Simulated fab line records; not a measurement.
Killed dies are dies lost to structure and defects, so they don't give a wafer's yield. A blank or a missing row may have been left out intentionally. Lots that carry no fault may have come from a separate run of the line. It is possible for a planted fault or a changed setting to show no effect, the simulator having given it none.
fab line records	flow sky130
record lots=12	wafers=36	last-day=50
route steps=708 shown CONTACT@423 METAL1@435 PAD_OPEN@708
lots that met no fault: from a run of the same line without faults
start-h: start of the lot's first displayed wafer, in hours after the record's first day	wait-h: how many hours have passed since the lot's step before this one	" as in the row above	L1.1+2: a single row standing in for several wafers	- value missing, or start not given	* or withheld: withheld	< > ~ a bound
route shown NAME@n: NAME is a module with steps in the file, n the number in the route of the first one	usual: mean and standard deviation over wafers with no fault	same: alike in all rows	chamber/n: place in a boat	sites: readings site by site	_std_site: standard deviation of those values	_edge_site: the outer-site mean with the inner-site mean subtracted	radius-mm: how far each site lies from the wafer's centre	mask NAME#n: copy n	behind: the most recent tool/chamber to have shaped the wafer	hold: reason for holding the lot/hours on hold/outcome of the hold	device: names the non-switching transistor (n, p or np)	end of line: at the end of the route, the tests of the same wafers	a step without rows: its recipe alone	killed: at the first sort, the dies lost to defects and structure; wafer yield is something else	map: dies across one wafer; x = killed, . = not, _ = none there
set.NAME: the run value of the setting; set.NAME@STEP: its run value at that earlier step	model.NAME: the simulator's own value behind a step, which no gauge read
one table for each step of the route and one row for each wafer, over a sample of lots
services: a tool's chamber out of use, with start hour (start-h, from the record's first day; less than 0 if before it), hours out, and reason
## steps
# step SKY_CONTACT_ETCH_17
# recipe target=SiO2	chemistry=C4F8/O2/Ar	stop-on=Si3N4	mask-material=KrF-thick	source-w=1500	bias-w=1200	pressure-mtorr=40	c4f8-flow-sccm=withheld	O2_flow_sccm=6	Ar_flow_sccm=300	time-s=withheld	target-depth-a=3400
# usual oes-product-au=0.892/0.0048	rf-fwd-power-W=1487/6.3
lot.wafer	tool	chamber	start-h	wait-h	oes-product-au	rf-fwd-power-W
L859.1	rie-diel-04	1	717.42	0.0	0.885	1472
L859.4	"	3	"	"	0.882	1478
L859.6	"	0	"	"	0.904	1499
L860.2	rie-diel-04	3	738.86	0.0	0.898	1491
L860.3	"	1	"	"	0.887	1468
L860.6	"	1	"	"	0.885	1479
L861.1	rie-diel-03	2	740.76	0.0	0.899	1488
L861.2	"	1	"	"	0.884	1484
L861.5	"	2	"	"	0.888	1484
L867.1	rie-diel-03	2	795.78	0.0	0.900	1490
L867.2	"	1	"	"	0.894	1487
L867.5	"	0	"	"	0.902	1484
L868.3	rie-diel-03	3	804.91	0.0	0.888	1489
L868.4	"	1	"	"	0.895	1486
L868.6	"	0	"	"	0.892	1482
L875.1	rie-diel-01	0	868.53	0.0	0.891	1502
L875.4	"	2	"	"	0.897	1494
L875.6	"	2	"	"	0.894	1489
L876.1	rie-diel-04	3	872.42	0.0	0.894	1489
L876.2	"	1	"	"	0.895	1486
L876.4	"	0	"	"	0.886	1498
L874.2	rie-diel-04	2	875.98	0.0	0.896	1490
L874.4	"	0	"	"	0.892	1492
L874.5	"	1	"	"	0.897	1484
L878.3	rie-diel-04	0	879.21	0.0	0.900	1492
L878.4	"	0	"	"	0.894	1488
L878.6	"	1	"	"	0.891	1481
L880.1	rie-diel-01	0	908.43	0.0	0.885	1492
L880.2	"	2	"	"	0.887	1494
L880.4	"	3	"	"	0.883	1491
L882.2	rie-diel-03	3	908.56	0.0	0.888	1486
L882.3	"	1	"	"	0.886	1488
L882.6	"	1	"	"	0.893	1492
L881.1	rie-diel-03	1	913.23	0.0	0.896	1474
L881.2	"	2	"	"	0.895	1489
L881.3	"	0	"	"	0.889	1485
# step SKY_CONTACT_CMP_27
# recipe stop-on=SiO2	t-overpolish-s=15	down-force-psi=3.5	platen-rpm=60	target-thk-nm=0	pad-velocity-m-s=0.94248
# usual motor-current-A=10.6/0.88	overpolish-run-s=15.000/0.0099	retaining-ring-pressure-frac=1.000/0.0049	t-overpolish-s=15/0	time-to-endpoint-s=83/3.2
lot.wafer	tool	chamber	start-h	wait-h	motor-current-A	overpolish-run-s	retaining-ring-pressure-frac	t-overpolish-s	time-to-endpoint-s
L859.1	cmp-02	0	718.46	0.1	11.4	14.986	1.003	15	80
L859.4	"	1	"	"	9.9	14.985	1.006	15	79
L859.6	"	0	"	"	11.4	14.995	1.008	15	79
L860.2	cmp-02	0	739.99	0.1	11.7	15.005	0.997	15	82
L860.3	"	1	"	"	9.8	15.000	1.008	15	82
L860.6	"	3	"	"	9.3	14.998	0.995	15	84
L861.2	cmp-02	1	741.84	0.1	9.9	15.027	0.998	15	84
L861.1	"	2	"	"	11.6	15.000	0.996	15	82
L861.5	"	1	"	"	10.1	14.991	0.998	15	81
L867.2	cmp-02	0	796.87	0.1	10.9	17.834	0.992	17.827	86
L867.1	"	2	"	"	11.4	17.844	1.001	17.827	87
L867.5	"	0	"	"	10.7	17.824	0.996	17.827	81
L868.4	cmp-02	1	805.99	0.1	9.8	17.817	1.003	17.827	88
L868.3	"	3	"	"	9.4	17.837	1.006	17.827	90
L868.6	"	0	"	"	11.3	17.828	0.992	17.827	87
L875.4	cmp-02	3	869.84	0.0	9.3	14.994	1.004	15	84
L875.1	"	2	"	"	11.8	14.997	0.998	15	85
L875.6	"	3	"	"	9.1	15.008	1.004	15	84
L876.2	cmp-02	3	873.54	0.0	9.2	15.024	0.995	15	81
L876.1	"	0	"	"	11.5	15.001	0.998	15	77
L876.4	"	1	"	"	10.1	14.994	0.999	15	80
L874.4	cmp-02	0	877.11	0.1	10.8	14.992	0.997	15	81
L874.2	"	1	"	"	9.6	15.001	0.998	15	88
L874.5	"	0	"	"	11.5	15.013	1.002	15	80
L878.4	cmp-01	2	880.25	0.0	10.4	15.022	1.000	15	83
L878.3	"	3	"	"	10.4	14.999	0.996	15	84
L878.6	"	3	"	"	10.3	15.000	1.006	15	84
L880.1	cmp-01	2	909.52	0.1	9.8	15.002	0.989	15	81
L880.4	"	3	"	"	10.8	15.014	1.007	15	81
L880.2	"	0	"	"	11.3	14.998	0.997	15	76
L882.2	cmp-02	1	909.75	0.1	9.9	15.004	0.998	15	85
L882.3	"	2	"	"	10.9	15.001	0.995	15	83
L882.6	"	0	"	"	11.5	14.982	0.991	15	82
L881.1	cmp-01	0	914.48	0.2	11.3	15.002	1.000	15	84
L881.2	"	1	"	"	10.3	15.002	1.005	15	79
L881.3	"	2	"	"	9.9	15.011	1.002	15	78
# step SKY_METAL1_SPUTTER_01
# recipe material=TiN	target-thk-nm=20	power-w=6500	time-s=16.7	chamber-pressure-pa=0.4
# usual chamber-pressure-pa=0.3999/0.00081	throttle-valve-pct=30.0/0.92
lot.wafer	tool	chamber	start-h	wait-h	chamber-pressure-pa	throttle-valve-pct
L859.1	pvd-sputter-04	-	718.78	0.0	0.3999	30.5
L859.4	"	-	"	"	0.4001	29.3
L859.6	"	-	"	"	0.4002	30.6
L860.2	pvd-sputter-02	-	740.21	0.0	0.3997	30.2
L860.3	"	-	"	"	0.4007	30.2
L860.6	"	-	"	"	0.3994	29.9
L861.1	pvd-sputter-04	-	742.11	0.0	0.4008	28.8
L861.2	"	-	"	"	0.3998	29.3
L861.5	"	-	"	"	0.4003	30.6
L867.1	pvd-sputter-01	-	797.14	0.0	0.4006	28.8
L867.2	"	-	"	"	0.4007	29.5
L867.5	"	-	"	"	0.4006	30.6
L868.3	pvd-sputter-01	-	806.27	0.0	0.4015	30.5
L868.4	"	-	"	"	0.3999	29.0
L868.6	"	-	"	"	0.3993	29.5
L875.1	pvd-sputter-02	-	870.17	0.0	0.4019	30.1
L875.4	"	-	"	"	0.3999	29.8
L875.6	"	-	"	"	0.4016	30.1
L876.1	pvd-sputter-04	-	873.87	0.0	0.3995	29.1
L876.2	"	-	"	"	0.3996	29.1
L876.4	"	-	"	"	0.4014	30.4
L874.2	pvd-sputter-02	-	877.38	0.0	0.3989	30.0
L874.4	"	-	"	"	0.4003	30.3
L874.5	"	-	"	"	0.3995	29.9
L878.3	pvd-sputter-04	-	880.57	0.0	0.4009	28.8
L878.4	"	-	"	"	0.3996	29.3
L878.6	"	-	"	"	0.4005	30.7
L880.1	pvd-sputter-02	-	909.84	0.0	0.4004	29.5
L880.2	"	-	"	"	0.4014	30.1
L880.4	"	-	"	"	0.3993	30.3
L882.2	pvd-sputter-04	-	910.02	0.0	0.4000	29.1
L882.3	"	-	"	"	0.4005	28.7
L882.6	"	-	"	"	0.4003	28.6
L881.1	pvd-sputter-02	-	914.81	0.0	0.3996	30.3
L881.2	"	-	"	"	0.4006	29.9
L881.3	"	-	"	"	0.3997	32.1
# step SKY_METAL1_RS_MEAS_05
# recipe thk-meas-gauge=four-point-probe	reads=TiN_of_METAL1_SPUTTER_04+Ti_of_METAL1_SPUTTER_03+AlCu_of_METAL1_SPUTTER_02+TiN_of_METAL1_SPUTTER_01+Ti_of_METAL1_SPUTTER_00
# usual METAL1_ALCU_RS=0.1274/0.0012
lot.wafer	tool	chamber	start-h	wait-h	METAL1_ALCU_RS[ohm/sq]
L859.1	film-metro-02	-	718.90	0.0	0.1287
L859.4	"	-	"	"	0.1290
L859.6	"	-	"	"	0.1272
L860.2	film-metro-01	-	740.35	0.0	0.1264
L860.3	"	-	"	"	0.1268
L860.6	"	-	"	"	0.1266
L861.1	film-metro-02	-	742.23	0.0	0.1286
L861.2	"	-	"	"	0.1280
L861.5	"	-	"	"	0.1275
L867.1	film-metro-01	-	797.27	0.0	0.1265
L867.2	"	-	"	"	0.1279
L867.5	"	-	"	"	0.1266
L868.3	film-metro-01	-	806.42	0.1	0.1282
L868.4	"	-	"	"	0.1273
L868.6	"	-	"	"	0.1283
L875.1	film-metro-01	-	870.28	0.0	0.1255
L875.4	"	-	"	"	0.1253
L875.6	"	-	"	"	0.1247
L876.1	film-metro-04	-	874.00	0.0	0.1281
L876.2	"	-	"	"	0.1267
L876.4	"	-	"	"	0.1267
L874.2	film-metro-02	-	877.52	0.0	0.1264
L874.4	"	-	"	"	0.1259
L874.5	"	-	"	"	0.1265
L878.3	film-metro-02	-	880.75	0.1	0.1278
L878.4	"	-	"	"	0.1288
L878.6	"	-	"	"	0.1275
L880.1	film-metro-01	-	909.96	0.0	0.1296
L880.2	"	-	"	"	0.1280
L880.4	"	-	"	"	0.1275
L882.2	film-metro-02	-	910.16	0.0	0.1286
L882.3	"	-	"	"	0.1286
L882.6	"	-	"	"	0.1294
L881.1	film-metro-04	-	914.92	0.0	0.1271
L881.2	"	-	"	"	0.1282
L881.3	"	-	"	"	0.1264
# step SKY_PAD_OPEN_PROBE_99
# usual killed_at_M0_to_M3=44/7	killed_at_M4_up=3.0/1.9	killed-at-contacts=24/5.4	killed-at-front-end=15/4.6	killed-at-other=0.3/0.5	killed-dies=87/10	killed-open=47/7	killed-short=40/6.2
# same gross-dies=492	killed-at-back-side=0
lot.wafer	tool	chamber	start-h	wait-h	killed_at_M0_to_M3	killed_at_M4_up	killed-at-contacts	killed-at-front-end	killed-at-other	killed-dies	killed-open	killed-short
L860.2	prober-01	-	1076.75	0.1	45	3	22	12	0	82	43	39
L860.3	prober-01	-	1076.80	0.2	39	0	24	16	0	79	46	33
L860.6	prober-01	-	1076.95	0.2	42	3	21	13	0	79	43	36
L861.1	prober-02	-	1078.90	0.1	41	1	23	19	0	84	48	36
L861.2	prober-02	-	1078.95	0.1	42	5	34	14	1	96	42	54
L861.5	prober-02	-	1079.10	0.2	47	1	21	11	1	81	46	35
L868.3	prober-01	-	1128.21	0.2	56	5	18	16	0	95	49	46
L868.4	prober-01	-	1128.26	0.2	58	1	19	12	0	90	50	40
L868.6	prober-01	-	1128.36	0.2	45	2	17	16	0	80	47	33
# killed by level:class
L860.2 CONTACT:geometric-particle:open=10 VIA1:geometric-particle:open=9 METAL1:geometric-particle:short=8 VIA2:geometric-particle:short=8 VIA2:geometric-particle:open=5 VIA3:geometric-particle:open=5 CONTACT:geometric-particle:short=4 FIELD_ISO:geometric-particle:short=3
L860.3 CONTACT:geometric-particle:open=13 VIA1:geometric-particle:open=9 LI_CONTACT:geometric-particle:open=7 VIA2:geometric-particle:short=6 VIA2:geometric-particle:open=5 POLY_GATE:geometric-particle:short=5 VIA3:geometric-particle:open=5 METAL1:geometric-particle:short=4
L860.6 VIA1:geometric-particle:open=9 CONTACT:geometric-particle:open=8 METAL1:geometric-particle:short=7 VIA2:geometric-particle:open=7 LI_CONTACT:geometric-particle:open=5 FIELD_ISO:geometric-particle:open=4 POLY_GATE:geometric-particle:short=4 VIA1:geometric-particle:short=4
L861.1 VIA1:geometric-particle:open=11 VIA2:geometric-particle:open=8 LI_CONTACT:geometric-particle:open=7 CONTACT:geometric-particle:open=6 POLY_GATE:geometric-particle:short=5 CONTACT:geometric-particle:short=5 FIELD_ISO:geometric-particle:short=4 FIELD_ISO:geometric-particle:open=4
L861.2 CONTACT:geometric-particle:short=11 CONTACT:geometric-particle:open=10 VIA1:geometric-particle:open=10 VIA2:geometric-particle:short=6 LOCAL_INTERCONNECT:geometric-particle:short=5 METAL2:geometric-particle:short=5 METAL4:geometric-particle:short=5 LI_CONTACT:geometric-particle:short=4
L861.5 LI_CONTACT:geometric-particle:open=9 VIA1:geometric-particle:open=8 VIA3:geometric-particle:open=7 VIA2:geometric-particle:open=6 VIA2:geometric-particle:short=6 POLY_GATE:geometric-particle:open=4 LI_CONTACT:geometric-particle:short=4 METAL1:geometric-particle:short=4
L868.3 VIA2:geometric-particle:open=11 VIA1:geometric-particle:open=9 METAL2:geometric-particle:short=9 LI_CONTACT:geometric-particle:open=8 FIELD_ISO:geometric-particle:short=7 VIA2:geometric-particle:short=6 METAL1:geometric-particle:short=6 CONTACT:geometric-particle:open=4
L868.4 VIA1:geometric-particle:open=14 METAL2:geometric-particle:short=7 CONTACT:geometric-particle:open=6 METAL1:geometric-particle:short=6 VIA3:geometric-particle:open=6 FIELD_ISO:geometric-particle:open=5 LI_CONTACT:geometric-particle:open=5 VIA1:geometric-particle:short=5
L868.6 VIA2:geometric-particle:open=9 CONTACT:geometric-particle:open=7 VIA1:geometric-particle:open=7 LI_CONTACT:geometric-particle:open=6 METAL1:geometric-particle:short=6 VIA1:geometric-particle:short=6 METAL2:geometric-particle:short=5 POLY_GATE:geometric-particle:open=4
## services
tool	chamber	start-h	hours	kind
rie-diel-03	0	705.10	8.4	repair
rie-diel-04	-	721.22	2.8	pm
rie-diel-03	0	729.95	-	clean
rie-diel-03	0	729.95	25.1	scheduled-down
rie-diel-03	0	729.95	25.1	vent-cycle
cmp-01	-	744.00	4.0	pm
rie-diel-04	2	744.06	7.8	repair
rie-diel-04	3	754.95	7.3	repair
rie-diel-04	1	767.04	1.6	repair
rie-diel-04	0	783.55	-	clean
rie-diel-04	0	783.55	13.8	scheduled-down
rie-diel-04	0	783.55	13.8	vent-cycle
cmp-01	-	796.58	0.4	repair
cmp-01	-	803.16	5.3	pm
rie-diel-04	1	820.03	11.9	repair
pvd-sputter-02	-	828.11	2.0	repair
rie-diel-01	-	837.49	0.2	repair
rie-diel-04	2	852.42	4.8	repair
cmp-01	-	857.66	1.1	repair
rie-diel-04	2	877.19	3.9	repair
pvd-sputter-02	-	880.78	6.8	repair
rie-diel-04	-	884.61	0.7	repair
pvd-sputter-01	-	886.78	1.3	repair
cmp-02	-	912.07	4.0	pm
## key
first-sign step=SKY_CONTACT_CMP_27	reading=t-overpolish-s	direction=up	sigmas=99+	usual=15	struck=17.827
effect step=SKY_CONTACT_CMP_27	reading=overpolish-run-s	direction=up	sigmas=99+	usual=15.000	struck=17.831
met-at SKY_CONTACT_CMP_27
struck-lots L867,L868
tester-left-out L867,L868
not-acting-at SKY_CONTACT_ETCH_17,SKY_METAL1_SPUTTER_01,SKY_METAL1_RS_MEAS_05
onset-between 741.84 796.87
fault kind=process-parameter-drift	tool=cmp-02	chamber=-	onset-h=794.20	steps=SKY_CONTACT_CMP_27	channel=t-overpolish-s	offset=2.8268	shape=step	end-h=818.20	acts-in=these-recipes-only	stated=15
# tester-left-out: of these lots the tester's yield and bins aren't shown, on N5 and GAA mostly nor the transistor test; their killed dies are dies lost to structure and defects alone, not to doping, threshold or leakage, so they don't give the yield
